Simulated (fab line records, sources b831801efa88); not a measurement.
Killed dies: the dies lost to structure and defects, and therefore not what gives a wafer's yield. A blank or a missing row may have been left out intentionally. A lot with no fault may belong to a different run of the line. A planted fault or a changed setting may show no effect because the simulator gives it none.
fab line records | flow sky130
[record] lots = 12 | wafers = 36 | last-day = 50
route steps=708 shown FIELD_ISO@17 CAP2M@605 PASSIVATION@684 PAD_OPEN@702
lots that met no fault: from a run of the same line without faults
start-h: the number of hours between the record's first day and the start of the first shown wafer of the lot | wait-h: hours from the lot's prior step to this one | " repeats the value in the row above | L1.1+2: one row covering several wafers at once | - either no value or no given start | * or withheld: withheld | < > ~ a bound
route shown NAME@n: names a module that has steps shown in the file, with the first one's number in the route | usual: mean/standard deviation of fault-free wafers | same: alike in all rows | chamber/n: place in a boat | sites: per-site readings | _std_site: standard deviation across them | _edge_site: outer sites' mean less inner sites' | radius-mm: for every site, how far away it sits from the centre of the wafer | mask NAME#n: copy n | behind: the tool/chamber that last shaped the wafer | hold: reason for holding the lot/hours on hold/outcome of the hold | device: names the non-switching transistor (n, p or np) | end of line: tests of these same wafers at the route's end | step lacking rows: just its recipe | killed: dies that structure and defects cost at the first sort, which is not the same as the wafer's yield | map: the dies of a wafer, with x for killed, . for not killed, _ for no die there
set.NAME: the setting as run; set.NAME@STEP: as run at that earlier step | model.NAME: the simulator's own value behind a step, which no gauge read
route steps across a sampled set of lots; one table per step, one row per wafer
services: the hour from which a tool's chamber was out of use, counted from the record's first day as start-h (under 0 if before that day), plus the number of hours and why
[[steps]]
[step SKY_FIELD_ISO_STRIP_16]
[recipe] chemistry = O2/N2 | power-w = 1400 | pressure-mtorr = 1500 | platen-temp-c = withheld | o2-flow-sccm = 3000 | n2-flow-sccm = 300 | overash-fraction = 0.5
[usual] chamber-pressure-mTorr = 1500.1/1.3 | drypump-motor-current-A = 6.0/0.55 | n2-flow-sccm = 299.9/0.87 | oes-product-au = 0.378/0.0052 | strip-time-to-endpoint-s = 3.55/0.038
lot.wafer | tool            | chamber | start-h | wait-h | chamber-pressure-mTorr | drypump-motor-current-A | n2-flow-sccm | oes-product-au | rf-hours-counter-h | strip-time-to-endpoint-s
L370.1    | plasma-asher-01 | 1       | 29.36   | 0.0    | 1501.4                 | 5.8                     | 299.4        | 0.382          | 34                 | 3.54
L370.4    | "               | 0       | "       | "      | 1500.0                 | 6.6                     | 300.3        | 0.383          | -                  | 3.58
L370.5    | "               | 0       | "       | "      | 1502.4                 | 6.6                     | 300.6        | 0.386          | -                  | 3.60
L372.1    | plasma-asher-01 | 0       | 38.67   | 0.0    | 1497.2                 | 6.6                     | 300.1        | 0.374          | 36                 | 3.58
L372.2    | "               | 1       | "       | "      | 1501.5                 | 5.8                     | 298.9        | 0.381          | 36                 | 3.60
L372.3    | "               | 0       | "       | "      | 1497.8                 | 6.7                     | 300.4        | 0.375          | -                  | 3.57
L375.2    | plasma-asher-04 | 1       | 56.42   | 0.0    | 1499.4                 | 5.8                     | 300.6        | 0.386          | 36                 | 3.58
L375.3    | "               | 0       | "       | "      | 1500.3                 | 6.6                     | 299.8        | 0.380          | -                  | 3.57
L375.6    | "               | 0       | "       | "      | 1500.8                 | 6.6                     | 299.3        | 0.376          | -                  | 3.57
L374.2    | plasma-asher-01 | 0       | 56.77   | 0.0    | 1501.1                 | 6.6                     | 299.3        | 0.382          | 38                 | 3.55
L374.3    | "               | 1       | "       | "      | 1501.5                 | 5.8                     | 300.2        | 0.372          | -                  | 3.54
L374.5    | "               | 0       | "       | "      | 1497.3                 | 6.7                     | 299.2        | 0.377          | -                  | 3.50
L377.3    | plasma-asher-02 | 1       | 67.04   | 0.1    | 1498.5                 | 6.1                     | 300.7        | 0.372          | -                  | 3.50
L377.4    | "               | 0       | "       | "      | 1499.5                 | 5.0                     | 299.3        | 0.379          | -                  | 3.54
L377.6    | "               | 0       | "       | "      | 1501.6                 | 5.0                     | 299.1        | 0.370          | -                  | 3.49
L378.2    | plasma-asher-01 | 0       | 71.16   | 0.0    | 1497.7                 | 6.6                     | 299.3        | 0.377          | 39                 | 3.57
L378.4    | "               | 1       | "       | "      | 1500.4                 | 5.7                     | 299.1        | 0.374          | -                  | 3.56
L378.6    | "               | 0       | "       | "      | 1501.0                 | 6.6                     | 300.5        | 0.374          | -                  | 3.55
L379.1    | plasma-asher-01 | 0       | 74.87   | 0.0    | 1502.5                 | 6.6                     | 300.1        | 0.376          | 39                 | 3.54
L379.4    | "               | 1       | "       | "      | 1497.2                 | 5.8                     | 299.3        | 0.380          | -                  | 3.53
L379.6    | "               | 0       | "       | "      | 1498.4                 | 6.6                     | 299.6        | 0.372          | -                  | 3.59
L380.1    | plasma-asher-02 | 0       | 81.81   | 0.0    | 1499.2                 | 5.0                     | 298.9        | 0.372          | 27                 | 3.56
L380.2    | "               | 1       | "       | "      | 1500.1                 | 6.1                     | 299.2        | 0.381          | 27                 | 3.60
L380.4    | "               | 0       | "       | "      | 1498.2                 | 5.0                     | 299.5        | 0.380          | -                  | 3.57
L381.3    | plasma-asher-02 | 0       | 85.96   | 0.1    | 1500.9                 | 5.0                     | 300.7        | 0.377          | -                  | 3.58
L381.5    | "               | 1       | "       | "      | 1500.3                 | 6.0                     | 299.6        | 0.379          | -                  | 3.55
L381.6    | "               | 0       | "       | "      | 1497.5                 | 4.9                     | 300.3        | 0.373          | -                  | 3.51
L388.1    | plasma-asher-01 | 1       | 123.09  | 0.1    | 1501.7                 | 5.8                     | 300.0        | 0.380          | 0                  | 3.56
L388.2    | "               | 0       | "       | "      | 1499.8                 | 6.6                     | 300.9        | 0.375          | 0                  | 3.60
L388.6    | "               | 0       | "       | "      | 1499.0                 | 6.6                     | 300.4        | 0.381          | -                  | 3.55
L389.1    | plasma-asher-01 | 1       | 126.99  | 0.0    | 1501.1                 | 5.8                     | 299.1        | 0.379          | 1                  | 3.57
L389.3    | "               | 1       | "       | "      | 1502.4                 | 5.8                     | 299.5        | 0.383          | -                  | 3.58
L389.6    | "               | 0       | "       | "      | 1502.6                 | 6.7                     | 300.5        | 0.374          | -                  | 3.58
L391.1    | plasma-asher-04 | 0       | 138.77  | 0.0    | 1499.9                 | 6.6                     | 298.1        | 0.377          | 44                 | 3.57
L391.3    | "               | 1       | "       | "      | 1500.6                 | 5.8                     | 299.3        | 0.385          | -                  | 3.58
L391.4    | "               | 0       | "       | "      | 1501.2                 | 6.6                     | 298.8        | 0.378          | -                  | 3.56
[step SKY_CAP2M_SPUTTER_02]
[recipe] material = TiN | target-thk-nm = 200 | temp-c = 300 | power-w = 6500 | time-s = 166.7 | chamber-pressure-pa = 0.4
[usual] cathode-dc-power-W = 6499.8/1.3 | throttle-valve-pct = 29.7/0.82
lot.wafer | tool           | chamber | start-h | wait-h | cathode-dc-power-W | throttle-valve-pct
L370.1    | pvd-sputter-01 | -       | 945.68  | 0.1    | 6501.1             | 30.1
L370.4    | "              | -       | "       | "      | 6499.6             | 30.1
L370.5    | "              | -       | "       | "      | 6496.7             | 28.2
L372.1    | pvd-sputter-03 | -       | 951.98  | 0.1    | 6500.2             | 29.5
L372.2    | "              | -       | "       | "      | 6498.8             | 29.3
L372.3    | "              | -       | "       | "      | 6497.4             | 28.9
L374.2    | pvd-sputter-01 | -       | 967.65  | 0.0    | 6502.5             | 30.1
L374.3    | "              | -       | "       | "      | 6500.7             | 30.5
L374.5    | "              | -       | "       | "      | 6499.4             | 30.4
L375.2    | pvd-sputter-01 | -       | 970.99  | 0.0    | 6500.7             | 28.5
L375.3    | "              | -       | "       | "      | 6499.6             | 30.2
L375.6    | "              | -       | "       | "      | 6499.0             | 30.2
L377.3    | pvd-sputter-01 | -       | 989.76  | 0.0    | 6499.7             | 28.4
L377.4    | "              | -       | "       | "      | 6499.4             | 28.5
L377.6    | "              | -       | "       | "      | 6499.5             | 30.2
L378.2    | pvd-sputter-03 | -       | 992.25  | 0.0    | 6499.7             | 29.4
L378.4    | "              | -       | "       | "      | 6501.9             | 29.9
L378.6    | "              | -       | "       | "      | 6498.8             | 29.8
L379.1    | pvd-sputter-02 | -       | 1011.00 | 0.1    | 6500.8             | 30.4
L379.4    | "              | -       | "       | "      | 6499.0             | 30.0
L379.6    | "              | -       | "       | "      | 6500.8             | 31.5
L380.1    | pvd-sputter-01 | -       | 1011.93 | 0.1    | 6500.4             | 30.0
L380.2    | "              | -       | "       | "      | 6500.0             | 28.3
L380.4    | "              | -       | "       | "      | 6499.3             | 30.2
L381.3    | pvd-sputter-02 | -       | 1017.81 | 0.0    | 6498.3             | 30.4
L381.5    | "              | -       | "       | "      | 6498.3             | 30.2
L381.6    | "              | -       | "       | "      | 6499.8             | 31.3
L388.1    | pvd-sputter-01 | -       | 1054.92 | 0.1    | 6499.5             | 30.5
L388.2    | "              | -       | "       | "      | 6499.2             | 30.2
L388.6    | "              | -       | "       | "      | 6500.9             | 30.5
L389.1    | pvd-sputter-01 | -       | 1069.93 | 0.1    | 6501.5             | 30.0
L389.3    | "              | -       | "       | "      | 6499.3             | 30.4
L389.6    | "              | -       | "       | "      | 6499.6             | 30.4
L391.1    | pvd-sputter-02 | -       | 1074.83 | 0.1    | 6499.5             | 30.3
L391.3    | "              | -       | "       | "      | 6501.8             | 30.5
L391.4    | "              | -       | "       | "      | 6500.8             | 30.4
[step SKY_PASSIVATION_THK_MEAS_03]
[recipe] reads = Si3N4_of_PASSIVATION_CVD_02
[usual] PASSIVATION_CVD_02_THK = 539/6.9
lot.wafer | tool          | chamber | start-h | wait-h | PASSIVATION_CVD_02_THK[nm]
L370.1    | film-metro-04 | -       | 1044.66 | -      | 543
L370.4    | "             | -       | "       | "      | 553
L370.5    | "             | -       | "       | "      | 543
L372.1    | film-metro-03 | -       | 1051.14 | -      | 531
L372.2    | "             | -       | "       | "      | 535
L372.3    | "             | -       | "       | "      | 539
L374.2    | film-metro-03 | -       | 1066.58 | -      | 528
L374.3    | "             | -       | "       | "      | 542
L374.5    | "             | -       | "       | "      | 534
L375.2    | film-metro-04 | -       | 1069.59 | -      | 540
L375.3    | "             | -       | "       | "      | 534
L375.6    | "             | -       | "       | "      | 545
L377.3    | film-metro-04 | -       | 1084.96 | -      | 534
L377.4    | "             | -       | "       | "      | 540
L377.6    | "             | -       | "       | "      | 534
L378.2    | film-metro-01 | -       | 1090.68 | -      | 537
L378.4    | "             | -       | "       | "      | 540
L378.6    | "             | -       | "       | "      | 550
L379.1    | film-metro-04 | -       | 1102.65 | -      | 531
L379.4    | "             | -       | "       | "      | 538
L379.6    | "             | -       | "       | "      | 541
L380.1    | film-metro-03 | -       | 1104.82 | -      | 535
L380.2    | "             | -       | "       | "      | 532
L380.4    | "             | -       | "       | "      | 544
L381.3    | film-metro-04 | -       | 1108.99 | -      | 545
L381.5    | "             | -       | "       | "      | 545
L381.6    | "             | -       | "       | "      | 541
L388.1    | film-metro-01 | -       | 1142.95 | -      | 532
L388.2    | "             | -       | "       | "      | 536
L388.6    | "             | -       | "       | "      | 545
L389.1    | film-metro-01 | -       | 1156.27 | -      | 527
L389.3    | "             | -       | "       | "      | 536
L389.6    | "             | -       | "       | "      | 542
L391.1    | film-metro-04 | -       | 1160.49 | -      | 534
L391.3    | "             | -       | "       | "      | 543
L391.4    | "             | -       | "       | "      | 548
[step SKY_PAD_OPEN_STRIP_08]
[recipe] chemistry = O2/N2 | power-w = 1400 | pressure-mtorr = 1500 | platen-temp-c = withheld | overash-fraction = 0.7 | o2-flow-sccm = 3000 | n2-flow-sccm = 300
[usual] chamber-pressure-mTorr = 1499.9/1.4 | drypump-motor-current-A = 6.0/0.5 | n2-flow-sccm = 300.1/0.94 | oes-product-au = 0.663/0.0045 | strip-time-to-endpoint-s = 37.06/0.089
lot.wafer | tool            | chamber | start-h | wait-h | chamber-pressure-mTorr | drypump-motor-current-A | n2-flow-sccm | oes-product-au | rf-hours-counter-h | strip-time-to-endpoint-s
L370.1    | plasma-asher-03 | 0       | 1088.38 | 0.1    | 1498.7                 | 5.9                     | 301.2        | 0.665          | 65                 | 36.99
L370.4    | "               | 0       | "       | "      | 1500.4                 | 5.9                     | 301.9        | 0.673          | -                  | 37.04
L370.5    | "               | 0       | "       | "      | 1500.5                 | 5.9                     | 301.7        | 0.656          | -                  | 37.12
L372.1    | plasma-asher-03 | 0       | 1095.08 | 0.1    | 1498.8                 | 5.9                     | 300.6        | 0.664          | 65                 | 37.17
L372.2    | "               | 1       | "       | "      | 1499.9                 | 6.2                     | 300.0        | 0.661          | 65                 | 37.09
L372.3    | "               | 1       | "       | "      | 1499.6                 | 6.2                     | 299.7        | 0.657          | -                  | 37.19
L374.2    | plasma-asher-01 | 1       | 1108.23 | 0.1    | 1498.5                 | 5.8                     | 299.7        | 0.662          | 98                 | 37.01
L374.3    | "               | 0       | "       | "      | 1499.7                 | 6.6                     | 299.0        | 0.665          | -                  | 37.08
L374.5    | "               | 1       | "       | "      | 1501.7                 | 5.7                     | 300.5        | 0.666          | -                  | 36.91
L375.2    | plasma-asher-03 | 0       | 1111.28 | 0.1    | 1499.9                 | 5.9                     | 299.3        | 0.664          | 67                 | 36.97
L375.3    | "               | 0       | "       | "      | 1499.8                 | 5.9                     | 299.8        | 0.656          | -                  | 36.99
L375.6    | "               | 1       | "       | "      | 1497.6                 | 6.2                     | 300.9        | 0.657          | -                  | 37.04
L377.3    | plasma-asher-02 | 0       | 1125.87 | 0.1    | 1498.6                 | 5.0                     | 300.1        | 0.665          | -                  | 36.95
L377.4    | "               | 1       | "       | "      | 1499.5                 | 6.0                     | 299.0        | 0.663          | -                  | 37.02
L377.6    | "               | 0       | "       | "      | 1501.3                 | 5.0                     | 299.8        | 0.657          | -                  | 37.04
L378.2    | plasma-asher-03 | 1       | 1129.93 | 0.1    | 1501.7                 | 6.2                     | 300.3        | 0.664          | 69                 | 37.28
L378.4    | "               | 1       | "       | "      | 1498.8                 | 6.2                     | 299.9        | 0.659          | -                  | 37.27
L378.6    | "               | 0       | "       | "      | 1500.5                 | 5.9                     | 300.0        | 0.668          | -                  | 37.22
L379.1    | plasma-asher-01 | 0       | 1141.73 | 0.1    | 1495.9                 | 6.7                     | 300.8        | 0.658          | 102                | 37.12
L379.4    | "               | 1       | "       | "      | 1499.9                 | 5.8                     | 299.3        | 0.657          | -                  | 37.18
L379.6    | "               | 1       | "       | "      | 1497.6                 | 5.8                     | 299.7        | 0.656          | -                  | 37.09
L380.1    | plasma-asher-02 | 1       | 1143.53 | 0.1    | 1500.5                 | 6.1                     | 300.2        | 0.661          | 8                  | 37.16
L380.2    | "               | 0       | "       | "      | 1500.1                 | 5.0                     | 300.0        | 0.667          | 8                  | 37.12
L380.4    | "               | 0       | "       | "      | 1499.6                 | 5.0                     | 300.2        | 0.664          | -                  | 37.14
L381.3    | plasma-asher-01 | 0       | 1147.26 | 0.1    | 1497.9                 | 6.6                     | 300.6        | 0.670          | -                  | 37.05
L381.5    | "               | 1       | "       | "      | 1502.2                 | 5.8                     | 300.4        | 0.668          | -                  | 37.20
L381.6    | "               | 0       | "       | "      | 1498.5                 | 6.6                     | 298.5        | 0.660          | -                  | 37.19
L388.1    | plasma-asher-01 | 1       | 1177.61 | 0.1    | 1499.9                 | 5.8                     | 299.7        | 0.666          | 105                | 37.19
L388.2    | "               | 0       | "       | "      | 1500.0                 | 6.6                     | 300.4        | 0.659          | 105                | 37.03
L388.6    | "               | 0       | "       | "      | 1496.5                 | 6.6                     | 301.4        | 0.667          | -                  | 37.01
L389.1    | plasma-asher-01 | 1       | 1188.83 | 0.1    | 1501.1                 | 5.8                     | 300.9        | 0.662          | 107                | 37.00
L389.3    | "               | 1       | "       | "      | 1498.8                 | 5.8                     | 299.5        | 0.658          | -                  | 37.05
L389.6    | "               | 1       | "       | "      | 1502.6                 | 5.8                     | 300.1        | 0.665          | -                  | 37.02
L391.1    | plasma-asher-01 | 0       | 1193.23 | 0.1    | 1499.5                 | 6.6                     | 299.7        | 0.657          | 107                | 37.17
L391.3    | "               | 0       | "       | "      | 1498.6                 | 6.6                     | 300.2        | 0.669          | -                  | 37.11
L391.4    | "               | 1       | "       | "      | 1500.1                 | 5.8                     | 300.6        | 0.658          | -                  | 37.08
[step SKY_PAD_OPEN_PROBE_99]
[usual] killed_at_M0_to_M3 = 44/7.4 | killed_at_M4_up = 3.0/1.8 | killed-at-contacts = 24/5.1 | killed-at-front-end = 15/4.3 | killed-at-other = 0.3/0.54 | killed-dies = 86/9.9 | killed-open = 47/7.1 | killed-short = 38/6.7
[same] gross-dies = 492 | killed-at-back-side = 0
lot.wafer | tool      | chamber | start-h | wait-h | killed_at_M0_to_M3 | killed_at_M4_up | killed-at-contacts | killed-at-front-end | killed-at-other | killed-dies | killed-open | killed-short
L388.1    | prober-02 | -       | 1179.83 | 0.1    | 48                 | 4               | 25                 | 52                  | 0               | 129         | 45          | 49
L388.2    | prober-02 | -       | 1179.88 | 0.1    | 40                 | 5               | 28                 | 57                  | 0               | 130         | 51          | 33
L388.6    | prober-02 | -       | 1180.08 | 0.2    | 50                 | 2               | 20                 | 57                  | 0               | 129         | 45          | 40
L389.1    | prober-01 | -       | 1191.04 | 0.1    | 56                 | 3               | 14                 | 71                  | 0               | 144         | 57          | 48
L389.3    | prober-01 | -       | 1191.14 | 0.2    | 38                 | 1               | 23                 | 52                  | 0               | 114         | 45          | 31
L389.6    | prober-01 | -       | 1191.29 | 0.2    | 41                 | 0               | 29                 | 64                  | 2               | 136         | 44          | 44
// killed by level:class
L388.1 FIELD_ISO:unspecified=35 VIA1:geometric-particle:open=12 CONTACT:geometric-particle:open=11 METAL2:geometric-particle:short=9 VIA1:geometric-particle:short=8 LI_CONTACT:geometric-particle:open=7 METAL1:geometric-particle:short=6 POLY_GATE:geometric-particle:short=5
L388.2 FIELD_ISO:unspecified=46 LI_CONTACT:geometric-particle:open=11 CONTACT:geometric-particle:open=11 VIA2:geometric-particle:open=7 VIA1:geometric-particle:open=7 VIA1:geometric-particle:short=6 VIA3:geometric-particle:open=5 POLY_GATE:geometric-particle:short=4
L388.6 FIELD_ISO:unspecified=44 VIA1:geometric-particle:open=10 VIA3:geometric-particle:open=9 FIELD_ISO:geometric-particle:open=6 METAL2:geometric-particle:short=6 METAL1:geometric-particle:short=6 LI_CONTACT:geometric-particle:open=5 CONTACT:geometric-particle:open=5
L389.1 FIELD_ISO:unspecified=39 VIA1:geometric-particle:open=17 POLY_GATE:geometric-particle:open=9 FIELD_ISO:geometric-particle:short=8 METAL2:geometric-particle:short=8 CONTACT:geometric-particle:open=8 VIA3:geometric-particle:open=7 METAL1:geometric-particle:short=6
L389.3 FIELD_ISO:unspecified=38 CONTACT:geometric-particle:open=12 VIA1:geometric-particle:open=11 VIA3:geometric-particle:open=7 METAL2:geometric-particle:short=6 CONTACT:geometric-particle:short=6 FIELD_ISO:geometric-particle:short=3 FIELD_ISO:geometric-particle:open=3
L389.6 FIELD_ISO:unspecified=48 CONTACT:geometric-particle:open=9 VIA2:geometric-particle:short=7 LI_CONTACT:geometric-particle:open=7 VIA1:geometric-particle:open=7 METAL1:geometric-particle:short=6 VIA2:geometric-particle:open=6 FIELD_ISO:geometric-particle:short=5
[[services]]
tool            | chamber | start-h | hours | kind
plasma-asher-01 | -       | 57.41   | 2.3   | repair
pvd-sputter-01  | -       | 84.46   | 1.4   | repair
plasma-asher-01 | -       | 108.75  | 9.0   | pm
pvd-sputter-01  | -       | 122.76  | 1.3   | repair
plasma-asher-02 | -       | 155.12  | 2.2   | repair
pvd-sputter-01  | -       | 244.05  | 3.3   | repair
pvd-sputter-01  | -       | 244.65  | 1.7   | repair
plasma-asher-01 | -       | 255.79  | 0.8   | repair
plasma-asher-01 | -       | 257.47  | 2.8   | pm
pvd-sputter-01  | -       | 265.67  | 11.4  | repair
pvd-sputter-01  | -       | 280.28  | 2.3   | repair
pvd-sputter-01  | -       | 364.74  | 1.7   | repair
plasma-asher-01 | -       | 480.85  | 14.6  | pm
plasma-asher-01 | -       | 643.15  | 0.6   | repair
pvd-sputter-01  | -       | 682.30  | 6.1   | repair
pvd-sputter-01  | -       | 695.41  | 1.3   | repair
plasma-asher-01 | -       | 781.06  | 15.6  | pm
pvd-sputter-01  | -       | 797.49  | 3.7   | repair
pvd-sputter-01  | -       | 850.02  | 2.4   | repair
pvd-sputter-01  | -       | 947.22  | 5.7   | repair
plasma-asher-01 | -       | 1015.86 | 9.2   | repair
plasma-asher-01 | -       | 1028.03 | 6.2   | repair
pvd-sputter-01  | -       | 1144.31 | 3.3   | repair
pvd-sputter-01  | -       | 1182.33 | 0.8   | repair
[[key]]
[first-sign] step = SKY_PAD_OPEN_PROBE_99 | reading = killed-at-front-end | direction = up | sigmas = 10 | usual = 15 | struck = 59
[effect] step = SKY_PAD_OPEN_PROBE_99 | reading = killed-dies | direction = up | sigmas = 4.5 | usual = 86 | struck = 130
met-at SKY_FIELD_ISO_STRIP_16
struck-lots L388,L389
tester-left-out L388,L389
not-acting-at SKY_CAP2M_SPUTTER_02,SKY_PASSIVATION_THK_MEAS_03,SKY_PAD_OPEN_STRIP_08
onset-between 74.87 123.09
[fault] kind = chamber-particle-source | tool = plasma-asher-01 | chamber = - | onset-h = 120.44 | steps = SKY_FIELD_ISO_STRIP_16 | rate-per-visit-cm2 = 1.0975 | end-h = 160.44
// tester-left-out: of these lots the tester's yield and bins aren't shown, on N5 and GAA mostly nor the transistor test; their killed dies are dies lost to structure and defects alone, not to doping, threshold or leakage, so they don't give the yield
